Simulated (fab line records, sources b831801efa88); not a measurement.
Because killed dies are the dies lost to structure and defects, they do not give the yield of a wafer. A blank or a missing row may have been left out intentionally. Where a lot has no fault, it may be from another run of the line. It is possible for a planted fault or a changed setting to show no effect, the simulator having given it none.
Comparing a struck lot with a sound one ; flow gf180mcu ; 17 out of 602 route steps
Sound: the wafers L147.3, L147.4, L147.5. Struck: wafer L150.4. (L150.6 of the same lot was not struck and is left out.) The cause comes at the end.
Per side, at each step with rows, come the tool, then ch with its chambers, and then its first start. Under that, the readings that differ: sound wafers ; struck wafers ; difference of the means ; sigmas: that difference in standard deviations of wafers without a fault.
alike: a reading whose means differ by less than 2 such deviations, as well as words and numbers matching on both sides. not compared: withheld readings; readings where some wafer has no value; bounds like >300 that might hide an equal value; numbers whose values overlap and for which the record gives no deviation.
A row with sigmas, a row that says differs or no value, or rows on one side alone: a step with any of these is where the two part. Non-overlapping numbers with no deviation appear without sigmas and do not part them. Lack of a reading on every wafer of one side parts them only where that side has two or more wafers.

first, 1 step without rows for these wafers: GF_STI_OXIDATION_01 (stabilise 600 s, purge 300 s, target thk 10 nm).
GF_STI_THK_MEAS_02:
  sound on filmMetro-03 at day 3 14:01; struck on filmMetro-03 at day 4 04:32
  alike: STI_OXIDATION_THK
then, 1 step without rows for these wafers: GF_STI_CVD_03 (deposits Si3N4 from DCS/NH3, target thk 207.16 nm, time 3551 s).
GF_STI_THK_MEAS_04:
  sound on filmMetro-01 at day 3 17:04; struck on filmMetro-04 at day 4 06:35
reading;sound;struck;difference;sigmas
STI_CVD_03_THK (nm);205.1 202.8 205.0;208.6;+4.3;+2
then, 7 steps without rows for these wafers: GF_STI_DEHYDRATE_05 (time 60 s); GF_STI_HMDS_06 (prime time 60 s); GF_STI_COAT_07 (resist thk 700 nm); GF_STI_SOFTBAKE_08 (time 60 s); GF_STI_EXPOSE_09 (exposes mask COMP, target cd 220 nm); GF_STI_PEB_10 (peb time 90 s); GF_STI_DEVELOP_11 (develop time 60 s).
GF_STI_CD_MEAS_12: target cd 220 nm.
  sound on cdSem-01 at day 4 06:38; struck on cdSem-02 at day 4 20:54
  alike: cdNm
GF_STI_ETCH_13: etches the open film in CHF3/O2, stops on Si, target depth 282.31 nm, time 112.9 s.
  sound on rieDiel-03 ch 0,3, day 4 06:43; struck on rieDiel-03 ch 3, day 4 21:00
reading;sound;struck;difference;sigmas
oesProductAu (a.u.);0.836 0.825 0.827;1.011;+0.182;+28
runLengthS (s);140.1 142.1 140.5;117.6;-23.3;-39
throttleValvePct (%);8.811 8.802 8.812;8.869;+0.061;+7
model.KrF_of_STI_COAT_07.thkNm (nm);435.7 438.1 437.3;486.8;+49.8;
  alike: drypumpMotorCurrentA
  not compared: biasW, rfHoursCounterH
GF_STI_ETCH_14: etches Si in HBr/Cl2/O2, target depth 360 nm, time 102.9 s.
  sound on rieSi-02 ch 1,2,3, day 4 06:47; struck on rieSi-01 ch 1, day 4 21:02
reading;sound;struck;difference;sigmas
model.KrF_of_STI_COAT_07.thkNm (nm);317.7 320.2 316.1;367.1;+49.1;
  alike: biasW, drypumpMotorCurrentA, oesProductAu, runLengthS, throttleValvePct
  not compared: rfHoursCounterH
GF_STI_STRIP_15: strips in O2/N2.
  sound on plasmaAsher-04 ch 0,1, day 4 06:54; struck on plasmaAsher-01 ch 0, day 4 21:09
reading;sound;struck;difference;sigmas
drypumpMotorCurrentA (A);6.1 5.6 6.1;4.9;-1.0;-2
oesProductAu (a.u.);0.389 0.383 0.371;0.406;+0.025;+5
stripTimeToEndpointS (s);3.73 3.72 3.69;4.23;+0.52;+14
  alike: heaterPowerW
  not compared: rfHoursCounterH
then, 1 step without rows for these wafers: GF_STI_CLEAN_16 (cleans in dHF, time 25 s).
-- the record jumps here: 28 days lie between the struck wafers' starts before and after (it left off in module STI and takes up again in module PASSIVATION, whose first step shown is number 602 of the route) --
GF_PASSIVATION_PROBE_99:
  the record has rows for the struck wafers here (prober-01, day 33 05:25) and none for the sound ones

## WHERE THEY PART
Earliest at GF_STI_THK_MEAS_04; latest, in this record, at GF_PASSIVATION_PROBE_99.

WHY: whatever the simulator had introduced
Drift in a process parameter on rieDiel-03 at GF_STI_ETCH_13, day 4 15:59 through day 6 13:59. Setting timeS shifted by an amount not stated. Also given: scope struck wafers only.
